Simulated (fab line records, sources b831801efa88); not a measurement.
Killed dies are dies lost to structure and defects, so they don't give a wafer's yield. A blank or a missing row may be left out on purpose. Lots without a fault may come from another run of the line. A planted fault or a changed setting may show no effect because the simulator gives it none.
Which tool did it? | flow gf180mcu | 24 lots, 72 wafers sampled, at 5 steps of a route of 602

WHAT THE GAUGES READ, wafer by wafer
GF_M3_RS_MEAS_05: measures by four-point-probe. Usual: M3_ALCU_RS 0.0700 ohm/sq, standard deviation 0.00091.
lot  | measured     | on            | M3_ALCU_RS (ohm/sq)  | flag
L074 | day 20 17:32 | film_metro-02 | 0.0702 0.0705 0.0709 |
L075 | day 21 02:48 | film_metro-02 | 0.0697 0.0692 0.0681 |
L076 | day 21 09:19 | film_metro-02 | 0.0687 0.0695 0.0711 |
L077 | day 21 16:56 | film_metro-02 | 0.0706 0.0702 0.0689 |
L078 | day 21 19:54 | film_metro-02 | 0.0703 0.0694 0.0687 |
L080 | day 22 13:20 | film_metro-02 | 0.0690 0.0700 0.0701 |
L079 | day 22 13:36 | film_metro-01 | 0.0695 0.0712 0.0711 |
L081 | day 23 01:25 | film_metro-02 | 0.0682 0.0708 0.0701 |
L082 | day 23 07:47 | film_metro-04 | 0.0686 0.0712 0.0704 |
L083 | day 23 14:19 | film_metro-02 | 0.0706 0.0708 0.0709 |
L084 | day 23 21:10 | film_metro-01 | 0.0696 0.0683 0.0689 |
L085 | day 24 07:37 | film_metro-04 | 0.0713 0.0715 0.0706 |
L086 | day 24 16:03 | film_metro-02 | 0.0702 0.0684 0.0693 |
L087 | day 25 05:45 | film_metro-01 | 0.0695 0.0705 0.0698 |
L088 | day 25 09:36 | film_metro-02 | 0.0700 0.0708 0.0693 |
L089 | day 25 17:53 | film_metro-02 | 0.0705 0.0715 0.0714 |
L090 | day 25 23:11 | film_metro-01 | 0.0706 0.0707 0.0697 |
L091 | day 26 06:37 | film_metro-01 | 0.0703 0.0697 0.0706 |
L092 | day 26 14:43 | film_metro-02 | 0.0709 0.0704 0.0693 |
L093 | day 26 22:58 | film_metro-01 | 0.0703 0.0708 0.0706 |
L094 | day 27 06:55 | film_metro-02 | 0.0701 0.0699 0.0700 |
L095 | day 27 12:11 | film_metro-02 | 0.0689 0.0693 0.0694 |
L096 | day 27 20:11 | film_metro-01 | 0.0708 0.0701 0.0703 |
L097 | day 27 22:31 | film_metro-02 | 0.0684 0.0692 0.0682 |

GF_V3_OVL_MEAS_15. Usual: V3_OVL 0 nm, standard deviation 5.
lot  | measured     | on         | V3_OVL (nm) | flag
L074 | day 22 18:59 | overlay-02 | 9 -1 1      |
L075 | day 23 02:26 | overlay-01 | 6 2 12      |
L076 | day 23 08:38 | overlay-01 | -4 -6 0     |
L077 | day 23 16:50 | overlay-01 | -6 -9 -16   |
L078 | day 23 19:12 | overlay-02 | -2 5 -1     |
L080 | day 24 11:23 | overlay-02 | 1 -3 -2     |
L079 | day 24 12:05 | overlay-01 | 0 1 -3      |
L081 | day 24 23:01 | overlay-01 | 0 -9 -10    |
L082 | day 25 05:52 | overlay-01 | -9 0 1      |
L083 | day 25 10:11 | overlay-01 | 0 7 -1      |
L084 | day 25 21:05 | overlay-02 | 1 1 4       |
L085 | day 26 02:53 | overlay-01 | 0 4 4       |
L086 | day 26 12:25 | overlay-01 | 7 1 3       |
L087 | day 27 00:22 | overlay-02 | -3 -7 -2    |
L088 | day 27 04:14 | overlay-02 | 9 10 8      |
L089 | day 27 11:41 | overlay-02 | 0 -4 -3     |
L090 | day 27 17:05 | overlay-02 | 5 5 5       |
L091 | day 27 23:34 | overlay-02 | 8 2 9       |
L092 | day 28 07:54 | overlay-01 | -2 -1 0     |
L093 | day 28 15:56 | overlay-02 | -2 -4 -1    |
L094 | day 29 00:13 | overlay-02 | 1 0 -1      |
L095 | day 29 04:19 | overlay-02 | 3 -2 4      |
L096 | day 29 12:16 | overlay-01 | 2 2 4       |
L097 | day 29 14:22 | overlay-02 | -7 -5 -3    |

GF_M4_CD_MEAS_14: target cd 280 nm. Usual: cd_nm 279.7 nm, standard deviation 0.93.
lot  | measured     | on        | cd_nm (nm)        | flag
L074 | day 23 19:41 | cd_sem-02 | 280.6 278.4 279.6 |
L075 | day 24 02:09 | cd_sem-01 | 279.3 278.6 279.4 |
L076 | day 24 09:05 | cd_sem-02 | 281.6 280.2 278.9 |
L077 | day 24 16:29 | cd_sem-02 | 278.7 277.8 279.3 |
L078 | day 24 18:45 | cd_sem-02 | 279.0 279.8 281.0 |
L080 | day 25 09:31 | cd_sem-01 | 279.2 279.5 278.2 |
L079 | day 25 10:29 | cd_sem-01 | 280.1 279.2 279.7 |
L081 | day 25 22:59 | cd_sem-01 | 279.0 278.4 280.2 |
L082 | day 26 04:40 | cd_sem-01 | 280.2 278.7 278.5 |
L083 | day 26 08:03 | cd_sem-01 | 279.1 280.8 278.4 |
L084 | day 26 19:17 | cd_sem-01 | 281.3 280.7 280.4 |
L085 | day 27 00:39 | cd_sem-02 | 280.1 280.3 280.0 |
L086 | day 27 10:17 | cd_sem-01 | 280.6 281.0 281.7 |
L087 | day 27 21:32 | cd_sem-01 | 279.5 280.1 279.6 |
L088 | day 28 01:52 | cd_sem-02 | 280.6 281.1 280.1 |
L089 | day 28 09:41 | cd_sem-02 | 279.2 279.8 279.1 |
L090 | day 28 14:35 | cd_sem-01 | 280.2 278.4 279.4 |
L091 | day 28 20:11 | cd_sem-02 | 279.1 280.3 279.7 |
L092 | day 29 04:35 | cd_sem-01 | 279.5 279.7 279.0 |
L093 | day 29 12:31 | cd_sem-02 | 278.6 279.1 279.1 |
L094 | day 29 21:14 | cd_sem-01 | 280.1 280.5 281.3 |
L095 | day 30 01:01 | cd_sem-02 | 277.7 278.8 278.3 |
L096 | day 30 09:04 | cd_sem-01 | 280.9 280.6 280.6 |
L097 | day 30 10:43 | cd_sem-02 | 280.5 280.3 278.9 |

WHICH TOOL RAN EACH LOT (tool, then ch and the chambers of the sampled wafers, then the start)
lot  | GF_M3_SPUTTER_02             | GF_M4_SPUTTER_00
L074 | pvd_sputter-04, day 20 17:26 | pvd_sputter-02, day 22 20:48
L075 | pvd_sputter-01, day 21 02:43 | pvd_sputter-03, day 23 03:50
L076 | pvd_sputter-04, day 21 09:11 | pvd_sputter-02, day 23 10:00
L077 | pvd_sputter-01, day 21 16:51 | pvd_sputter-03, day 23 18:14
L078 | pvd_sputter-01, day 21 19:47 | pvd_sputter-04, day 23 20:41
L080 | pvd_sputter-04, day 22 13:13 | pvd_sputter-03, day 24 12:45
L079 | pvd_sputter-01, day 22 13:31 | pvd_sputter-02, day 24 13:31
L081 | pvd_sputter-01, day 23 01:19 | pvd_sputter-04, day 25 00:50
L082 | pvd_sputter-04, day 23 07:42 | pvd_sputter-02, day 25 07:17
L083 | pvd_sputter-01, day 23 14:11 | pvd_sputter-04, day 25 11:34
L084 | pvd_sputter-03, day 23 21:05 | pvd_sputter-04, day 25 22:31
L085 | pvd_sputter-04, day 24 07:31 | pvd_sputter-03, day 26 04:16
L086 | pvd_sputter-04, day 24 15:56 | pvd_sputter-04, day 26 13:48
L087 | pvd_sputter-04, day 25 05:38 | pvd_sputter-03, day 27 01:45
L088 | pvd_sputter-01, day 25 09:29 | pvd_sputter-02, day 27 05:37
L089 | pvd_sputter-01, day 25 17:42 | pvd_sputter-03, day 27 13:28
L090 | pvd_sputter-01, day 25 23:05 | pvd_sputter-04, day 27 18:29
L091 | pvd_sputter-04, day 26 06:31 | pvd_sputter-03, day 28 00:58
L092 | pvd_sputter-01, day 26 14:35 | pvd_sputter-04, day 28 09:17
L093 | pvd_sputter-04, day 26 22:50 | pvd_sputter-03, day 28 17:18
L094 | pvd_sputter-01, day 27 06:49 | pvd_sputter-04, day 29 01:36
L095 | pvd_sputter-03, day 27 12:05 | pvd_sputter-03, day 29 05:44
L096 | pvd_sputter-01, day 27 20:04 | pvd_sputter-04, day 29 13:43
L097 | pvd_sputter-04, day 27 22:25 | pvd_sputter-03, day 29 15:45
- GF_M3_SPUTTER_02: material AlCu, target thk 450 nm, time 23.9 s.
- GF_M4_SPUTTER_00: material Ti, target thk 37.5 nm, time 150 s.

WHAT THE TOOLS THEMSELVES READ (means of the sampled wafers that have a number; where no wafer has one, the mark that the record gives instead)
GF_M3_SPUTTER_02. Usual: chamber_pressure_pa 0.3999 Pa, standard deviation 0.00079; throttle_valve_pct 30.3 %, standard deviation 1.1.
lot  | tool           | chamber_pressure_pa (Pa) | throttle_valve_pct (%) | flag
L074 | pvd_sputter-04 | 0.4000                   | 30.7                   |
L075 | pvd_sputter-01 | 0.4004                   | 30.3                   |
L076 | pvd_sputter-04 | 0.3998                   | 31.3                   |
L077 | pvd_sputter-01 | 0.3996                   | 29.8                   |
L078 | pvd_sputter-01 | 0.4001                   | 29.9                   |
L080 | pvd_sputter-04 | 0.3997                   | 30.1                   |
L079 | pvd_sputter-01 | 0.3995                   | 30.3                   |
L081 | pvd_sputter-01 | 0.3997                   | 29.9                   |
L082 | pvd_sputter-04 | 0.3995                   | 30.5                   |
L083 | pvd_sputter-01 | 0.4001                   | 30.4                   |
L084 | pvd_sputter-03 | 0.3995                   | 30.5                   |
L085 | pvd_sputter-04 | 0.3998                   | 29.6                   |
L086 | pvd_sputter-04 | 0.4001                   | 30.5                   |
L087 | pvd_sputter-04 | 0.3999                   | 30.6                   |
L088 | pvd_sputter-01 | 0.3989                   | 29.6                   |
L089 | pvd_sputter-01 | 0.3996                   | 29.8                   |
L090 | pvd_sputter-01 | 0.4007                   | 30.1                   |
L091 | pvd_sputter-04 | 0.4000                   | 31.4                   |
L092 | pvd_sputter-01 | 0.4001                   | 30.0                   |
L093 | pvd_sputter-04 | 0.4002                   | 31.8                   |
L094 | pvd_sputter-01 | 0.3997                   | 30.5                   |
L095 | pvd_sputter-03 | 0.3997                   | 31.0                   |
L096 | pvd_sputter-01 | 0.4006                   | 30.3                   |
L097 | pvd_sputter-04 | 0.3997                   | 30.3                   |

GF_M4_SPUTTER_00. Usual: chamber_pressure_pa 1.999 Pa, standard deviation 0.0043; throttle_valve_pct 30.3 %, standard deviation 1.1.
lot  | tool           | chamber_pressure_pa (Pa) | throttle_valve_pct (%) | flag
L074 | pvd_sputter-02 | 1.999                    | 31.1                   |
L075 | pvd_sputter-03 | 1.995                    | 29.7                   |
L076 | pvd_sputter-02 | 2.002                    | 30.0                   |
L077 | pvd_sputter-03 | 2.005                    | 30.5                   |
L078 | pvd_sputter-04 | 1.995                    | 29.5                   |
L080 | pvd_sputter-03 | 2.001                    | 30.1                   |
L079 | pvd_sputter-02 | 2.000                    | 30.7                   |
L081 | pvd_sputter-04 | 1.996                    | 29.2                   |
L082 | pvd_sputter-02 | 2.000                    | 30.7                   |
L083 | pvd_sputter-04 | 2.001                    | 29.9                   |
L084 | pvd_sputter-04 | 1.998                    | 30.8                   |
L085 | pvd_sputter-03 | 2.000                    | 30.1                   |
L086 | pvd_sputter-04 | 2.000                    | 29.6                   |
L087 | pvd_sputter-03 | 1.996                    | 30.3                   |
L088 | pvd_sputter-02 | 2.001                    | 30.3                   |
L089 | pvd_sputter-03 | 1.996                    | 29.9                   |
L090 | pvd_sputter-04 | 2.001                    | 31.0                   |
L091 | pvd_sputter-03 | 1.998                    | 30.2                   |
L092 | pvd_sputter-04 | 1.998                    | 30.8                   |
L093 | pvd_sputter-03 | 1.999                    | 30.3                   |
L094 | pvd_sputter-04 | 2.004                    | 30.8                   |
L095 | pvd_sputter-03 | 2.001                    | 30.8                   |
L096 | pvd_sputter-04 | 1.999                    | 30.6                   |
L097 | pvd_sputter-03 | 2.003                    | 30.5                   |

THE ANSWER, worked out from the rows above alone
Rule: a lot is off if the mean of its wafers that have a number lies more than 3 standard deviations from the usual mean. A lot without any number at a reading at which 4 lots or more have one is off too. The other lots that the step has rows for count as sound. The gauges are gone through in route order, then the tools' own readings, and for those a lot's mean is taken as printed above. The first step at which some lot is off is used, and at that step the reading that is off furthest; a lot without a number counts as furthest.
No lot is off at any reading shown: from this, nothing can be told.

WHAT THE SIMULATOR HAD PUT IN
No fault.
